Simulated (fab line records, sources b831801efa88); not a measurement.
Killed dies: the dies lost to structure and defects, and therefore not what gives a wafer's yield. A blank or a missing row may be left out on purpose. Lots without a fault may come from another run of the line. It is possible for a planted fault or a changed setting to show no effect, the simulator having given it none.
A lot that was struck, set against a sound lot :: flow sky130 :: 36 steps out of a route of 708
Sound: wafers L733.2, L733.4, L733.5. Wafers struck: L737.2, L737.3, L737.5. Last of all comes the cause.
At each step with rows: each side's tool, then ch and its chambers, then its first start. Under that, the readings that differ: sound wafers :: struck wafers :: difference of the means :: sigmas: that difference in standard deviations of wafers without a fault.
alike: readings whose means differ by less than 2 such deviations, and words and numbers that are the same on both sides. not compared: withheld readings, readings that some wafer has no value for, bounds like >300 that may hide the same value, and numbers for which the record gives no deviation and whose values overlap.
A row with sigmas, a row that says differs or no value, or rows on one side alone: a step with any of these is where the two part. Numbers that don't overlap but have no deviation are shown without sigmas and don't part them. Lack of a reading on every wafer of one side parts them only where that side has two or more wafers.

first, 10 steps without rows for these wafers: SKY_GATE_OXIDE_COAT_05 (resist thk 1140 nm); SKY_GATE_OXIDE_SOFTBAKE_06 (time 60 s); SKY_GATE_OXIDE_EXPOSE_07 (exposes mask LVOM, target cd 600 nm); SKY_GATE_OXIDE_PEB_08; SKY_GATE_OXIDE_DEVELOP_09 (develop time 60 s); SKY_GATE_OXIDE_IMPLANT_11; SKY_GATE_OXIDE_WET_ETCH_12 (etches SiO2 in dHF, target depth 16.8 nm, time 336 s); SKY_GATE_OXIDE_STRIP_13 (strips in O2/N2); SKY_GATE_OXIDE_CLEAN_15 (cleans in SC1/SC2, time 150 s); SKY_GATE_OXIDE_OXIDATION_16 (stabilise 600 s, purge 300 s, target thk 3.57 nm).
SKY_POLY_GATE_CVD_00: deposits poly-Si, target thk 180 nm, time 720 s.
  sound on lpcvd-01 ch 0, day 16 16:06; struck on lpcvd-01 ch 0, day 18 06:43
reading: pressure mtorr (mTorr)
sound: 200.2 200.0 200.6
struck: 198.3 199.6 198.9
difference: -1.3
sigmas: -3

reading: model.poly-Si_of_POLY_GATE_CVD_00.thk nm (nm)
sound: 181.4 181.4 180.4
struck: 161.5 161.1 160.8
difference: -19.9
sigmas: 
SKY_POLY_GATE_THK_MEAS_01:
  sound: film metro-02 at day 16 17:19; struck: film metro-02 at day 18 07:56
reading: POLY_GATE_CVD_00_THK (nm)
sound: 181.4 181.3 180.4
struck: 161.4 161.0 160.8
difference: -20.0
sigmas: -15
then, 9 steps without rows for these wafers: SKY_RES_PROTECT_DEHYDRATE_00 (time 60 s); SKY_RES_PROTECT_HMDS_01 (prime time 60 s); SKY_RES_PROTECT_COAT_02 (resist thk 1140 nm); SKY_RES_PROTECT_SOFTBAKE_03 (time 60 s); SKY_RES_PROTECT_EXPOSE_04 (exposes mask RPM, target cd 1270 nm); SKY_RES_PROTECT_PEB_05; SKY_RES_PROTECT_DEVELOP_06 (develop time 60 s); SKY_POLY_GATE_IMPLANT_02; SKY_RES_PROTECT_STRIP_07 (strips in O2/N2).
SKY_RES_PROTECT_CLEAN_09: cleans in SC1/SC2, time 150 s.
  sound on wet bench-01 ch 1, day 17 22:10; struck on wet bench-01 ch 3, day 19 14:10
reading: model.poly-Si_of_POLY_GATE_CVD_00.thk nm (nm)
sound: 180.7 180.7 179.8
struck: 160.8 160.4 160.2
difference: -19.9
sigmas: 
then, 11 steps without rows for these wafers: SKY_POLY_GATE_CVD_03 (deposits Si3N4 from DCS/NH3, target thk 75 nm, time 1290 s); SKY_POLY_GATE_DEHYDRATE_05 (time 60 s); SKY_POLY_GATE_HMDS_06 (prime time 60 s); SKY_POLY_GATE_COAT_07 (resist thk 110 nm); SKY_POLY_GATE_COAT_08 (resist thk 450 nm); SKY_POLY_GATE_SOFTBAKE_09 (time 90 s); SKY_POLY_GATE_EXPOSE_10 (exposes mask P1M, target cd 150 nm); SKY_POLY_GATE_PEB_11; SKY_POLY_GATE_DEVELOP_12 (develop time 60 s); SKY_POLY_GATE_ETCH_15 (etches BARC in N2/H2, stops on SiO2, time 118.5 s, target depth 110 nm); SKY_POLY_GATE_ETCH_16 (etches Si3N4 in CH3F/O2, stops on poly-Si, time 147.5 s, target depth 75 nm).
SKY_POLY_GATE_ETCH_17: etches poly-Si in HBr/Cl2, stops on SiO2, target depth 180 nm, time 70.5 s.
  sound on rie si-02 ch 0,1,3, day 19 06:54; struck on rie si-01 ch 0,1,2, day 20 22:09
reading: oes product au (a.u.)
sound: 0.997 0.986 0.992
struck: 0.919 0.912 0.917
difference: -0.076
sigmas: -14

reading: model.etch.depth nm (nm)
sound: 180.7 180.7 178.7
struck: 160.8 160.4 160.2
difference: -19.6
sigmas: 

reading: model.POLY_GATE.feature depth nm (nm)
sound: 180.7 180.7 178.7
struck: 160.8 160.4 160.2
difference: -19.6
sigmas: 
  alike: HBr_flow_sccm, drypump motor current A, throttle valve pct
  not compared: rf hours counter h
then, 1 step without rows for these wafers: SKY_POLY_GATE_STRIP_18 (strips in O2/N2).
-- record jumps: 28 days separate the struck wafers' starts on either side; left off in module POLY_GATE, taken up again in module PAD_OPEN, whose first shown step is the route's number 708 --
SKY_PAD_OPEN_PROBE_99:
  sound: prober-01 at day 47 19:37; struck: prober-01 at day 48 21:34
reading: model.etest.res high po.line ohm um
sound: 724.1 746 737.9
struck: 784.6 812.9 791.3
difference: +60.3
sigmas: 

reading: model.etest.res high po.rs ohm sq
sound: 252.6 255.2 257.6
struck: 278.2 284 276.9
difference: +24.6
sigmas: 

reading: model.etest.licon high po.rc ohm
sound: 335.1 350.9 351.1
struck: 331.6 322.6 318.6
difference: -21.4
sigmas: 

reading: model.etest.cap li to poly.c af um2
sound: 97.36 96.13 100.4
struck: 95.76 92.05 91.92
difference: -4.72
sigmas: 

reading: model.etest.res poly.rs ohm sq
sound: 47.15 47.44 48.06
struck: 52.54 53.87 52.16
difference: +5.31
sigmas: 
  alike: killed_at_M0_to_M3, killed_at_M4_up, killed at contacts, killed at front end, killed at other, killed dies, killed on rim, killed open, killed short
  not compared: model.etest.res poly.line ohm um

## WHERE THEY PART
First at SKY_POLY_GATE_CVD_00; last, within this record, at SKY_POLY_GATE_ETCH_17. Later steps at which nothing parts them and some readings are alike: SKY_PAD_OPEN_PROBE_99.

WHY: what had been put in by the simulator
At SKY_POLY_GATE_CVD_00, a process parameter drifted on lpcvd-01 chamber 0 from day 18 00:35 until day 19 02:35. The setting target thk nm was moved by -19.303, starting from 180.
